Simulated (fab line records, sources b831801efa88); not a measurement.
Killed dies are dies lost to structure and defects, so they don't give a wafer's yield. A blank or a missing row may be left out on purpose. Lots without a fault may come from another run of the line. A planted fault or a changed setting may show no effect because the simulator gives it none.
Tool commonality check | flow gf180mcu | 13 lots, 39 wafers sampled

WHY IT WAS OPENED
At GF_STI_CD_MEAS_12 the reading cd_nm is flagged on 1 of 13 lots. Wafers without a fault read 219.9 nm, standard deviation 1.3.
Rule: a lot is flagged when every wafer of it that has a number lies more than 4 standard deviations from that mean, or none has a number. The other lots count as sound.

lot  | measured    | on        | cd_nm (nm), wafer by wafer | flag
L817 | day 2 01:37 | cd_sem-02 | 220.0 219.5 219.8          |
L818 | day 2 09:27 | cd_sem-02 | 218.7 218.6 219.6          |
L820 | day 2 17:09 | cd_sem-02 | 221.1 221.3 220.7          |
L822 | day 3 02:07 | cd_sem-02 | 218.5 219.2 220.7          |
L825 | day 3 19:10 | cd_sem-02 | 220.2 220.2 220.1          |
L826 | day 4 00:39 | cd_sem-02 | 221.9 220.6 222.2          |
L827 | day 4 08:58 | cd_sem-01 | 220.1 220.6 222.0          |
L828 | day 4 14:10 | cd_sem-01 | 221.2 221.9 220.3          |
L833 | day 5 11:40 | cd_sem-02 | 175.6 176.7 175.9          | FLAGGED
L837 | day 6 09:23 | cd_sem-01 | 221.4 220.6 220.7          |
L838 | day 6 13:31 | cd_sem-02 | 221.5 221.4 221.3          |
L839 | day 6 18:23 | cd_sem-01 | 219.3 219.6 218.9          |
L840 | day 6 23:17 | cd_sem-02 | 217.9 218.8 218.7          |
The numbers of the flagged lots are 176.1 nm on average: -43.8 nm against the usual, or -34 standard deviations.

WHICH TOOL RAN EACH LOT
The record holds 1 process step before the reading, out of a route of 602 steps. In each cell: the tool, then ch and the chambers that the sampled wafers went through, then the start.
lot  | flag    | GF_STI_EXPOSE_09
L817 |         | krf_scanner-02 ch 0, day 1 19:40
L818 |         | krf_scanner-01 ch 0, day 2 03:37
L820 |         | krf_scanner-02 ch 0, day 2 11:16
L822 |         | krf_scanner-01 ch 0, day 2 20:01
L825 |         | krf_scanner-02 ch 0, day 3 12:34
L826 |         | krf_scanner-02 ch 0, day 3 19:31
L827 |         | krf_scanner-02 ch 0, day 4 02:09
L828 |         | krf_scanner-01 ch 0, day 4 07:59
L833 | FLAGGED | krf_scanner-01 ch 0, day 5 04:29
L837 |         | krf_scanner-01 ch 0, day 6 02:17
L838 |         | krf_scanner-02 ch 0, day 6 07:17
L839 |         | krf_scanner-01 ch 0, day 6 10:47
L840 |         | krf_scanner-01 ch 0, day 6 15:14
What these steps do:
- GF_STI_EXPOSE_09: exposes mask COMP, target cd 220 nm.
- GF_STI_CD_MEAS_12: target cd 220 nm.

FLAGGED OVER TOTAL, TOOL BY TOOL (the gauges that took the reading come last)
step              | tool           | lots run | flagged | share of the flagged lots | sound lots run after its first flagged lot
GF_STI_EXPOSE_09  | krf_scanner-01 | 7        | 1       | all                       | 3 (L837,L839,L840)
GF_STI_EXPOSE_09  | krf_scanner-02 | 6        | 0       | none                      | -
GF_STI_CD_MEAS_12 | cd_sem-01      | 4        | 0       | none                      | -
GF_STI_CD_MEAS_12 | cd_sem-02      | 9        | 1       | all                       | 2 (L838,L840)

WHAT THE TABLE ALLOWS
2 rows of the table ran every flagged lot: krf_scanner-01 at GF_STI_EXPOSE_09, cd_sem-02 at GF_STI_CD_MEAS_12.
- krf_scanner-01 at GF_STI_EXPOSE_09: 1 of its 7 lots flagged. Sound lots ran on it after the first flagged one (L837, L839, L840), which a lasting fault on the whole tool wouldn't allow.
- cd_sem-02 at GF_STI_CD_MEAS_12: 1 of its 9 lots flagged. Sound lots ran on it after the first flagged one (L838, L840), which a lasting fault on the whole tool wouldn't allow.
No row of the table ran every flagged lot and no sound lot after the first.

WHAT THE SIMULATOR HAD PUT IN
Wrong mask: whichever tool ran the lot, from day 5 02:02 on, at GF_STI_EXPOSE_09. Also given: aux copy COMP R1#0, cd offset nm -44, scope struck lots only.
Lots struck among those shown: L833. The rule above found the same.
